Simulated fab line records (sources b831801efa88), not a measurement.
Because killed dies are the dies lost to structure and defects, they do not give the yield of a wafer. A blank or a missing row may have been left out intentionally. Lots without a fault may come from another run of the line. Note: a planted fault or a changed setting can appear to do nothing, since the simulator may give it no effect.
fab line records | flow sky130
[record] lots = 5 wafers = 23
route steps=708 shown LI_CONTACT@362 CONTACT@429 METAL1@453 VIA1@478 METAL2@483 VIA2@507 CAPM@548 METAL3@560
startH: the number of hours between the record's first day and the start of the first shown wafer of the lot | waitH: hours from the lot's prior step to this one | " identical to the entry in the row above | L1.1+2: a row that stands for several wafers | - no value, or no start was given | * or withheld: withheld | < > ~ a bound
route shown NAME@n: a module of which the file shows steps, and the number in the route of the first | usual: mean and standard deviation over wafers with no fault | same: alike in all rows | chamber/n: place in a boat | sites: per-site readings | _std_site: standard deviation of those values | _edge_site: the outer-site mean with the inner-site mean subtracted | radiusMm: how far each site lies from the wafer's centre | mask NAME#n: copy n | behind: the last tool/chamber to shape the wafer | hold: why the lot went on hold/how many hours it stayed there/how the hold came to an end | device: names the non-switching transistor (n, p or np) | end of line: at the end of the route, the tests of the same wafers | for a step that has no rows: nothing shown but its recipe | killed: dies lost to structure and defects at the first sort, not the wafer's yield | map: shows each die of a wafer: x if killed, . if not, _ if none is there
set.NAME: the setting that was run; set.NAME@STEP: the one run at that earlier step | model.NAME: the simulator's own value behind a step, which no gauge read
lots run with intentionally changed settings; tables by step, rows by wafer
[[steps]]
[step SKY_LI_CONTACT_HDPCVD_00]
[recipe] material = PSG targetThkNm = 930 sigmaOpenFrac = 0.3 timeS = 155 tempC = 600 sih4FlowSccm = 60 pressureMtorr = 6
// columns lot.wafer tool chamber startH waitH set.timeS model.PSG_of_LI_CONTACT_HDPCVD_00.thkNm
L074.1 hdpcvd-01 2 728.42 0.0 155 921.2
L074.2 " 0 " " 155 936.5
L074.4 " 1 " " 155 923.8
L074.5 " 2 " " 155 920.5
L074.6 " 0 " " 155 931.8
L076.1 hdpcvd-02 1 728.78 0.0 155 928
L076.2 " 0 " " 155 930.1
L076.3 " 2 " " 155 933.2
L076.4 " 1 " " 155 923.6
L076.5 " 2 " " 155 930.8
L083.1 hdpcvd-02 0 731.12 0.0 134.2 808.8
L083.2 " 1 " " 134.2 803.9
L083.3 " 2 " " 155 919.8
L083.4 " 0 " " 155 913
L083.6 " 2 " " 134.2 800.3
L080.1 hdpcvd-01 1 739.52 0.0 155 930.5
L080.2 " 2 " " 155 924.8
L080.3 " 0 " " 155 926.4
L085.1 hdpcvd-01 1 808.32 0.0 165.4 999.6
L085.2 " 0 " " 155 949.5
L085.3 " 2 " " 155 936.4
L085.4 " 0 " " 165.4 1008
L085.5 " 1 " " 155 957.2
[step SKY_LI_CONTACT_THK_MEAS_01]
[recipe] reads = PSG_of_LI_CONTACT_HDPCVD_00
[usual] LI_CONTACT_HDPCVD_THK = 929/9.7
// columns lot.wafer tool chamber startH waitH set.timeS@LI_CONTACT_HDPCVD_00 LI_CONTACT_HDPCVD_THK[nm]
L074.1 filmMetro-01 - 728.52 0.1 155 921
L074.2 " - " " 155 936
L074.4 " - " " 155 924
L074.5 " - " " 155 921
L074.6 " - " " 155 932
L076.1 filmMetro-01 - 728.88 0.1 155 928
L076.2 " - " " 155 929
L076.3 " - " " 155 934
L076.4 " - " " 155 924
L076.5 " - " " 155 931
L083.1 filmMetro-04 - 731.22 0.1 134.2 809
L083.2 " - " " 134.2 804
L083.3 " - " " 155 920
L083.4 " - " " 155 913
L083.6 " - " " 134.2 800
L080.1 filmMetro-03 - 739.62 0.1 155 931
L080.2 " - " " 155 925
L080.3 " - " " 155 926
L085.1 filmMetro-04 - 808.42 0.1 165.4 1000
L085.2 " - " " 155 949
L085.3 " - " " 155 936
L085.4 " - " " 165.4 1008
L085.5 " - " " 155 957
[step SKY_CONTACT_SPUTTER_23]
[recipe] material = TiN targetThkNm = 20 chamberPressurePa = 5 powerW = 4000 timeS = 80
// columns lot.wafer tool chamber startH waitH set.chamberPressurePa model.TiN_of_CONTACT_SPUTTER_23.thkNm
L074.1 pvdSputter-04 - 810.78 0.0 5.513 18.47
L074.2 " - " " 5.513 18.27
L074.4 " - " " 5.513 18.67
L074.5 " - " " 5.513 18.61
L074.6 " - " " 5.513 18.36
L076.1 pvdSputter-02 - 811.17 0.0 5.699 17.83
L076.2+5 " - " " 5.699 17.96
L076.3 " - " " 5.699 17.89
L076.4 " - " " 5.699 18.05
L083.1 pvdSputter-02 - 814.54 0.0 5 19.89
L083.2 " - " " 5 19.82
L083.3 " - " " 5 20.31
L083.4 " - " " 5 20.04
L083.6 " - " " 5 19.95
L080.1 pvdSputter-02 - 820.23 0.0 5 19.8
L080.2 " - " " 5 19.94
L080.3 " - " " 5 19.87
L085.1+3 pvdSputter-02 - 889.29 0.0 5.698 17.67
L085.2 " - " " 5.698 17.69
L085.4 " - " " 5.698 17.8
L085.5 " - " " 5.698 17.64
[step SKY_METAL1_METAL_ETCH_19]
[recipe] targetDepthA = 3600 stopOn = SiO2 overEtchFrac = 0.3 timeS = 78 chemistry = Cl2/BCl3 resistSidewallDeg = 88 pressureMtorr = 10 icpW = 900 biasW = 48.5 Cl2_flow_sccm = 60 bcl3FlowSccm = 30
// columns lot.wafer tool chamber startH waitH set.biasW model.KrF-thick_of_METAL1_COAT_10.thkNm
L074.1 rieMetal-03 0 837.48 0.0 48.5 169
L074.2 " 1 " " 48.5 165.6
L074.4 " 1 " " 48.5 165.9
L074.5 " 0 " " 44.22 178
L074.6 " 1 " " 44.22 176.3
L076.1 rieMetal-02 1 837.83 0.0 50.33 163.7
L076.2 " 0 " " 48.5 164
L076.3 " 0 " " 50.33 161
L076.4 " 1 " " 48.5 165.2
L076.5 " 0 " " 50.33 163.2
L083.1 rieMetal-03 1 841.66 0.0 48.5 166.2
L083.2 " 0 " " 53.02 161.7
L083.3 " 1 " " 53.02 155.6
L083.4 " 0 " " 53.02 159.8
L083.6 " 1 " " 48.5 166.3
L080.1 rieMetal-04 0 847.11 0.0 48.5 169.7
L080.2 " 1 " " 48.5 172.7
L080.3 " 0 " " 48.5 170.1
L085.1 rieMetal-02 0 914.96 0.1 43.1 178.5
L085.2 " 1 " " 48.5 163.9
L085.3 " 0 " " 48.5 166
L085.4 " 1 " " 48.5 164.3
L085.5 " 0 " " 43.1 175.8
[step SKY_METAL1_STRIP_20]
[recipe] chemistry = O2/N2 powerW = 1400 pressureMtorr = 1500 platenTempC = withheld o2FlowSccm = 3000 n2FlowSccm = 300 overashFraction = 0.5
[usual] stripTimeToEndpointS = 2.80/0.03
// columns lot.wafer tool chamber startH waitH set.biasW@METAL1_METAL_ETCH_19 stripTimeToEndpointS
L074.1 plasmaAsher-04 1 837.57 0.1 48.5 2.81
L074.2 " 0 " " 48.5 2.76
L074.4 " 1 " " 48.5 2.77
L074.5 " 0 " " 44.22 2.92
L074.6 " 1 " " 44.22 2.88
L076.1 plasmaAsher-03 1 837.92 0.1 50.33 2.75
L076.2 " 0 " " 48.5 2.76
L076.3 " 1 " " 50.33 2.73
L076.4 " 0 " " 48.5 2.75
L076.5 " 1 " " 50.33 2.76
L083.1 plasmaAsher-04 1 841.75 0.1 48.5 2.78
L083.2 " 0 " " 53.02 2.73
L083.3 " 1 " " 53.02 2.66
L083.4 " 0 " " 53.02 2.70
L083.6 " 1 " " 48.5 2.78
L080.1 plasmaAsher-04 0 847.20 0.1 48.5 2.83
L080.2 " 1 " " 48.5 2.85
L080.3 " 0 " " 48.5 2.81
L085.1 plasmaAsher-03 0 915.08 0.1 43.1 2.91
L085.2 " 1 " " 48.5 2.74
L085.3 " 1 " " 48.5 2.77
L085.4 " 0 " " 48.5 2.76
L085.5 " 0 " " 43.1 2.88
[step SKY_VIA1_SPUTTER_20]
[recipe] material = TiN targetThkNm = 20 chamberPressurePa = 5 powerW = 4000 timeS = 80
// columns lot.wafer tool chamber startH waitH set.chamberPressurePa model.TiN_of_VIA1_SPUTTER_20.thkNm
L074.1 pvdSputter-02 - 864.46 0.0 5 20.05
L074.2 " - " " 5 20.07
L074.4 " - " " 5 20.23
L074.5 " - " " 5 20.21
L074.6 " - " " 5 20.22
L076.1 pvdSputter-01 - 865.09 0.0 4.328 22.96
L076.2+4 " - " " 4.328 22.92
L076.3 " - " " 4.328 22.94
L076.5 " - " " 4.328 22.91
L083.1 pvdSputter-01 - 868.93 0.0 5 20.04
L083.2 " - " " 5 20.22
L083.3 " - " " 5 20.26
L083.4 " - " " 5 20.09
L083.6 " - " " 5 20.06
L080.1 pvdSputter-02 - 875.36 0.0 5 20.26
L080.2 " - " " 5 20.05
L080.3 " - " " 5 19.86
L085.1 pvdSputter-03 - 940.80 0.0 4.502 21.8
L085.2 " - " " 4.502 21.82
L085.3 " - " " 4.502 21.86
L085.4 " - " " 4.502 22.01
L085.5 " - " " 4.502 21.96
[step SKY_VIA1_CVD_21]
[recipe] material = W targetThkNm = 270 timeS = 80.902 tempC = 400 pressureTorr = 40
// columns lot.wafer tool chamber startH waitH set.pressureTorr model.W_of_VIA1_CVD_21.thkNm
L074.1 cvdW-02 0 864.52 0.0 40 266.1
L074.2 " 1 " " 40 268.3
L074.4 " 1 " " 40 269.6
L074.5 " 1 " " 40 269.8
L074.6 " 0 " " 40 266.2
L076.1 cvdW-01 1 865.15 0.0 45.45 291.4
L076.2 " 0 " " 45.45 289.9
L076.3 " 1 " " 45.45 292.3
L076.4 " 0 " " 45.45 287.2
L076.5 " 0 " " 45.45 289.3
L083.1 cvdW-01 1 868.99 0.0 45.89 294.3
L083.2 " 0 " " 45.89 289.9
L083.3 " 1 " " 45.89 292.9
L083.4 " 0 " " 45.89 290.9
L083.6 " 1 " " 45.89 293.4
L080.1 cvdW-02 0 875.42 0.0 40 266.4
L080.2 " 1 " " 40 264.4
L080.3 " 0 " " 40 267.7
L085.1 cvdW-02 0 940.86 0.0 42.5 279.9
L085.2 " 1 " " 42.5 280.6
L085.3 " 0 " " 42.5 281.3
L085.4 " 1 " " 42.5 278.5
L085.5 " 1 " " 42.5 279.2
[step SKY_VIA1_RS_MEAS_22]
[recipe] thkMeasGauge = four-point-probe reads = W_of_VIA1_CVD_21+TiN_of_VIA1_SPUTTER_20
[usual] VIA1_W_RS = 0.427/0.0069
// columns lot.wafer tool chamber startH waitH set.pressureTorr@VIA1_CVD_21 VIA1_W_RS[ohm/sq]
L074.1 filmMetro-01 - 864.61 0.1 40 0.433
L074.2 " - " " 40 0.429
L074.4 " - " " 40 0.427
L074.5 " - " " 40 0.426
L074.6 " - " " 40 0.433
L076.1 filmMetro-03 - 865.25 0.1 45.45 0.394
L076.2 " - " " 45.45 0.397
L076.3 " - " " 45.45 0.393
L076.4 " - " " 45.45 0.400
L076.5 " - " " 45.45 0.397
L083.1 filmMetro-03 - 869.08 0.1 45.89 0.391
L083.2 " - " " 45.89 0.396
L083.3 " - " " 45.89 0.394
L083.4 " - " " 45.89 0.396
L083.6 " - " " 45.89 0.392
L080.1 filmMetro-03 - 875.51 0.1 40 0.432
L080.2 " - " " 40 0.435
L080.3 " - " " 40 0.430
L085.1 filmMetro-03 - 940.95 0.1 42.5 0.411
L085.2 " - " " 42.5 0.410
L085.3 " - " " 42.5 0.408
L085.4 " - " " 42.5 0.414
L085.5 " - " " 42.5 0.412
[step SKY_VIA1_THK_MEAS_23]
[recipe] thkMeasGauge = xrf reads = W_of_VIA1_CVD_21
[usual] VIA1_W_THK = 264/4.4
// columns lot.wafer tool chamber startH waitH set.pressureTorr@VIA1_CVD_21 VIA1_W_THK[nm]
L074.1 filmMetro-01 - 864.73 0.1 40 259
L074.2 " - " " 40 262
L074.4 " - " " 40 263
L074.5 " - " " 40 264
L074.6 " - " " 40 260
L076.1 filmMetro-03 - 865.37 0.1 45.45 286
L076.2 " - " " 45.45 285
L076.3 " - " " 45.45 287
L076.4 " - " " 45.45 283
L076.5 " - " " 45.45 283
L083.1 filmMetro-03 - 869.20 0.1 45.89 289
L083.2 " - " " 45.89 285
L083.3 " - " " 45.89 288
L083.4 " - " " 45.89 286
L083.6 " - " " 45.89 286
L080.1 filmMetro-03 - 875.63 0.1 40 261
L080.2 " - " " 40 259
L080.3 " - " " 40 262
L085.1 filmMetro-03 - 941.07 0.1 42.5 274
L085.2 " - " " 42.5 275
L085.3 " - " " 42.5 276
L085.4 " - " " 42.5 272
L085.5 " - " " 42.5 274
[step SKY_METAL2_SPUTTER_00]
[recipe] material = Ti targetThkNm = 15 powerW = 3000 timeS = 10 chamberPressurePa = 0.4
// columns lot.wafer tool chamber startH waitH set.timeS model.Ti_of_METAL2_SPUTTER_00.thkNm
L074.1 pvdSputter-03 - 865.09 0.1 10 14.87
L074.2 " - " " 9.328 13.85
L074.4 " - " " 10 14.88
L074.5 " - " " 9.328 13.86
L074.6 " - " " 9.328 13.98
L076.1 pvdSputter-04 - 865.73 0.2 10 14.74
L076.2 " - " " 10 15
L076.3 " - " " 10 14.98
L076.4 " - " " 10 15.1
L076.5 " - " " 10 15.13
L083.1 pvdSputter-04 - 869.56 0.2 10 14.85
L083.2 " - " " 10 14.97
L083.3 " - " " 10 14.76
L083.4 " - " " 10 14.54
L083.6 " - " " 10 14.88
L080.1 pvdSputter-04 - 875.99 0.2 10 15.26
L080.2 " - " " 10 15.29
L080.3 " - " " 10 14.86
L085.1 pvdSputter-04 - 941.43 0.2 9.003 12.77
L085.2 " - " " 10 14.81
L085.3 " - " " 9.003 13.04
L085.4+5 " - " " 10 14.79
[step SKY_VIA2_HDPCVD_00]
[recipe] material = SiO2 targetThkNm = 1180 sigmaOpenFrac = 0.3 timeS = 196.7 tempC = 400 sih4FlowSccm = 60 pressureMtorr = 6
// columns lot.wafer tool chamber startH waitH set.timeS model.SiO2_of_VIA2_HDPCVD_00.thkNm
L074.1 hdpcvd-01 1 892.44 0.0 196.7 1174
L074.2 " 2 " " 209.1 1242
L074.4 " 2 " " 196.7 1173
L074.5 " 2 " " 209.1 1251
L074.6 " 1 " " 196.7 1191
L076.1+5 hdpcvd-02 2,1 893.26 0.0 196.7 1190
L076.2 " 1 " " 196.7 1191
L076.3 " 0 " " 196.7 1198
L076.4 " 0 " " 196.7 1197
L083.1 hdpcvd-02 2 897.13 0.0 196.7 1180
L083.2 " 1 " " 196.7 1175
L083.3 " 0 " " 196.7 1184
L083.4 " 1 " " 196.7 1187
L083.6 " 0 " " 196.7 1195
L080.1 hdpcvd-02 1 903.32 0.0 196.7 1175
L080.2 " 2 " " 196.7 1160
L080.3 " 0 " " 196.7 1177
L085.1 hdpcvd-02 2 968.08 0.0 196.7 1194
L085.2 " 0 " " 184.5 1092
L085.3+4 " 1,0 " " 196.7 1182
L085.5 " 1 " " 184.5 1086
[step SKY_VIA2_THK_MEAS_01]
[recipe] reads = SiO2_of_VIA2_HDPCVD_00
[usual] VIA2_HDPCVD_THK = 1185/13
// columns lot.wafer tool chamber startH waitH set.timeS@VIA2_HDPCVD_00 VIA2_HDPCVD_THK[nm]
L074.1 filmMetro-03 - 892.63 0.1 196.7 1173
L074.2 " - " " 209.1 1242
L074.4 " - " " 196.7 1173
L074.5 " - " " 209.1 1251
L074.6 " - " " 196.7 1190
L076.1 filmMetro-01 - 893.39 0.1 196.7 1191
L076.2 " - " " 196.7 1192
L076.3 " - " " 196.7 1199
L076.4 " - " " 196.7 1197
L076.5 " - " " 196.7 1191
L083.1 filmMetro-01 - 897.25 0.1 196.7 1180
L083.2 " - " " 196.7 1175
L083.3 " - " " 196.7 1185
L083.4 " - " " 196.7 1187
L083.6 " - " " 196.7 1194
L080.1 filmMetro-03 - 903.45 0.1 196.7 1174
L080.2 " - " " 196.7 1161
L080.3 " - " " 196.7 1177
L085.1 filmMetro-02 - 968.21 0.1 196.7 1194
L085.2 " - " " 184.5 1093
L085.3 " - " " 196.7 1182
L085.4 " - " " 196.7 1182
L085.5 " - " " 184.5 1085
[step SKY_VIA2_CMP_02]
[recipe] material = SiO2 downForcePsi = 4 platenRpm = 60 padVelocityMS = 0.94248
// columns lot.wafer tool chamber startH waitH set.leaveAboveRefNm model.SiO2_of_VIA2_HDPCVD_00.thkNm
L074.2 cmp-01 3 892.69 0.0 478.7 479.5
L074.1 " 0 " " 495 494.2
L074.4 " 2 " " 495 496.2
L074.6 " 3 " " 478.7 480.2
L074.5 " 0 " " 495 495.9
L076.1+2 cmp-02 0,2 893.45 0.1 482.4 482.4
L076.4 " 1 " " 495 493.9
L076.3 " 3 " " 495 496.3
L076.5 " 0 " " 495 495.1
L083.2 cmp-01 2 897.31 0.0 479 479.4
L083.1 " 3 " " 495 496.3
L083.4 " 0 " " 479 478.2
L083.3 " 1 " " 495 495.2
L083.6 " 2 " " 479 480.4
L080.2 cmp-01 1 903.56 0.1 495 495.6
L080.1 " 2 " " 495 494.6
L080.3 " 3 " " 495 496.3
L085.4 cmp-02 0 968.27 0.0 495 494.3
L085.2 " 1 " " 516.2 513.7
L085.1 " 2 " " 516.2 514.3
L085.3 " 3 " " 495 494.2
L085.5 " 1 " " 495 493.8
[step SKY_VIA2_DEHYDRATE_04]
[recipe] tempC = 200 timeS = 60
[step SKY_VIA2_ETCH_14]
[recipe] chemistry = N2/H2 target = BARC ionEnergyEv = 200 sourceW = 500 biasW = 100 pressureMtorr = 30 n2FlowSccm = 100 h2FlowSccm = 200 stopOn = SiO2 timeS = 45.9 targetDepthA = 600
[step SKY_VIA2_ETCH_15]
[recipe] target = SiO2 chemistry = C4F8/O2/Ar targetDepthNm = 546 stopOn = TiN maskMaterial = KrF-thick sourceW = 1500 biasW = 1200 pressureMtorr = 40 c4f8FlowSccm = withheld O2_flow_sccm = 6 Ar_flow_sccm = 300 timeS = 84
[usual] oesProductAu = 0.941/0.0047
// columns lot.wafer tool chamber startH waitH set.leaveAboveRefNm@VIA2_CMP_02 oesProductAu model.VIA2.featureDepthNm
L074.1 rieDiel-02 0 918.24 0.0 495 0.937 494.2
L074.2 " 1 " " 478.7 0.917 479.5
L074.4 " 2 " " 495 0.941 496.2
L074.5 " 2 " " 495 0.938 495.9
L074.6 " 3 " " 478.7 0.927 480.2
L076.1 rieDiel-04 0 919.65 0.0 482.4 0.930 482.4
L076.2 " 3 " " 482.4 0.928 482.4
L076.3 " 2 " " 495 0.943 496.3
L076.4 " 1 " " 495 0.942 493.9
L076.5 " 1 " " 495 0.943 495.1
L083.1 rieDiel-01 3 922.25 0.0 495 0.940 496.3
L083.2 " 1 " " 479 0.911 479.4
L083.3 " 0 " " 495 0.938 495.2
L083.4 " 2 " " 479 0.925 478.2
L083.6 " 0 " " 479 0.926 480.4
L080.1 rieDiel-02 2 928.60 0.0 495 0.941 494.6
L080.2 " 1 " " 495 0.937 495.6
L080.3 " 0 " " 495 0.946 496.3
L085.1 rieDiel-04 3 994.60 0.0 516.2 0.960 514.3
L085.2 " 1 " " 516.2 0.955 513.7
L085.3 " 2 " " 495 0.937 494.2
L085.4 " 1 " " 495 0.946 494.3
L085.5 " 3 " " 495 0.934 493.8
[step SKY_CAPM_DEVELOP_11]
[recipe] resist = NOVOLAK developer = TMAH developTimeS = 60 devTempC = 23
// columns lot.wafer tool chamber startH waitH set.devTempC
L074.1+2+4+5+6 lithoTrack-02 0 944.18 0.1 23
L076.1+2+4 lithoTrack-01 0 945.12 0.1 20.61
L076.3+5 " 0 " " 23
L083.1+2+6 lithoTrack-04 0 948.31 0.1 23
L083.3+4 " 0 " " 24.81
L080.1+2+3 lithoTrack-01 0 954.17 0.1 23
L085.1+2+3+4+5 lithoTrack-02 0 1017.28 0.1 23
[step SKY_CAPM_METAL_ETCH_13]
[recipe] targetDepthNm = 220 stopOn = SiO2 chemistry = Cl2/BCl3 target = TiN pressureMtorr = 10 icpW = 900 biasW = 48.5 Cl2_flow_sccm = 60 bcl3FlowSccm = 30 timeS = 62.9
// columns lot.wafer tool chamber startH waitH set.devTempC@CAPM_DEVELOP_11 model.CAPM.cdNm
L074.1+5 rieMetal-01 0,1 944.36 0.0 23 997.5
L074.2 " 1 " " 23 997.3
L074.4 " 0 " " 23 995.1
L074.6 " 0 " " 23 996.1
L076.1 rieMetal-01 0 945.31 0.0 20.61 992.4
L076.2 " 1 " " 20.61 994.3
L076.3+5 " 0,1 " " 23 1002
L076.4 " 1 " " 20.61 994.1
L083.1 rieMetal-01 1 948.49 0.0 23 995.5
L083.2 " 0 " " 23 996.7
L083.3 " 1 " " 24.81 1005
L083.4 " 0 " " 24.81 1002
L083.6 " 0 " " 23 995.9
L080.1 rieMetal-01 0 954.36 0.0 23 998.6
L080.2 " 1 " " 23 998.8
L080.3 " 1 " " 23 999.5
L085.1 rieMetal-03 1 1017.46 0.0 23 1002
L085.2+3+4 " 0,1,0 " " 23 1001
L085.5 " 1 " " 23 999.7
[step SKY_METAL3_EXPOSE_10]
[recipe] maskId = MM3 na = 0.68 sourceShape = annular sigmaInner = 0.4 sigmaOuter = 0.8 targetCdNm = 300 doseMj = 28
// columns lot.wafer tool chamber startH waitH mask set.doseMj
L074.1+2+6 krfScanner-02 0 - - MM3#0 28
L074.4+5 " 0 " " MM3#0 26.19
L076.1+3+4 krfScanner-02 0 - - MM3#0 28
L076.2+5 " 0 " " MM3#0 29.4
L083.1+4 krfScanner-01 0 - - MM3#0 28
L083.2+3+6 " 0 " " MM3#0 29.52
L080.1+2+3 krfScanner-02 0 - - MM3#0 28
L085.1+4 krfScanner-02 0 - - MM3#0 28
L085.2+3+5 " 0 " " MM3#0 29.88
[[key]]
[split] step = SKY_LI_CONTACT_HDPCVD_00 setting = timeS stated = 155 by = wafer
[response] step = SKY_LI_CONTACT_HDPCVD_00 reading = model.PSG_of_LI_CONTACT_HDPCVD_00.thkNm change = +8.34 per = 1% r = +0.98
[response] step = SKY_LI_CONTACT_THK_MEAS_01 reading = LI_CONTACT_HDPCVD_THK change = +8.37 per = 1% r = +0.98
[split] step = SKY_CONTACT_SPUTTER_23 setting = chamberPressurePa stated = 5 by = lot
[response] step = SKY_CONTACT_SPUTTER_23 reading = model.TiN_of_CONTACT_SPUTTER_23.thkNm change = -0.152 per = 1% r = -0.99
[split] step = SKY_METAL1_METAL_ETCH_19 setting = biasW stated = 48.5 by = wafer
[response] step = SKY_METAL1_METAL_ETCH_19 reading = model.KrF-thick_of_METAL1_COAT_10.thkNm change = -1 per = 1% r = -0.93
[response] step = SKY_METAL1_STRIP_20 reading = stripTimeToEndpointS change = * per = 1% r = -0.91
[split] step = SKY_VIA1_SPUTTER_20 setting = chamberPressurePa stated = 5 by = lot
[response] step = SKY_VIA1_SPUTTER_20 reading = model.TiN_of_VIA1_SPUTTER_20.thkNm change = -0.199 per = 1% r = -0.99
[split] step = SKY_VIA1_CVD_21 setting = pressureTorr stated = 40 by = lot
[response] step = SKY_VIA1_CVD_21 reading = model.W_of_VIA1_CVD_21.thkNm change = +1.67 per = 1% r = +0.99
[response] step = SKY_VIA1_RS_MEAS_22 reading = VIA1_W_RS change = -0.00248 per = 1% r = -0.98
[response] step = SKY_VIA1_THK_MEAS_23 reading = VIA1_W_THK change = +1.71 per = 1% r = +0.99
[split] step = SKY_METAL2_SPUTTER_00 setting = timeS stated = 10 by = wafer
[response] step = SKY_METAL2_SPUTTER_00 reading = model.Ti_of_METAL2_SPUTTER_00.thkNm change = +0.176 per = 1% r = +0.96
[split] step = SKY_VIA2_HDPCVD_00 setting = timeS stated = 196.7 by = wafer
[response] step = SKY_VIA2_HDPCVD_00 reading = model.SiO2_of_VIA2_HDPCVD_00.thkNm change = +13.1 per = 1% r = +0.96
[response] step = SKY_VIA2_THK_MEAS_01 reading = VIA2_HDPCVD_THK change = +13.1 per = 1% r = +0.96
[split] step = SKY_VIA2_CMP_02 setting = leaveAboveRefNm stated = 495 by = wafer
[response] step = SKY_VIA2_CMP_02 reading = model.SiO2_of_VIA2_HDPCVD_00.thkNm change = +4.82 per = 1% r = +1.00
[response] step = SKY_VIA2_ETCH_15 reading = oesProductAu change = +0.00493 per = 1% r = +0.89
[response] step = SKY_VIA2_ETCH_15 reading = model.VIA2.featureDepthNm change = +4.82 per = 1% r = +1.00
[split] step = SKY_CAPM_DEVELOP_11 setting = devTempC stated = 23 by = wafer
[response] step = SKY_CAPM_METAL_ETCH_13 reading = model.CAPM.cdNm change = +0.837 per = 1% r = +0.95
[split] step = SKY_METAL3_EXPOSE_10 setting = doseMj stated = 28 by = wafer
response none in this file
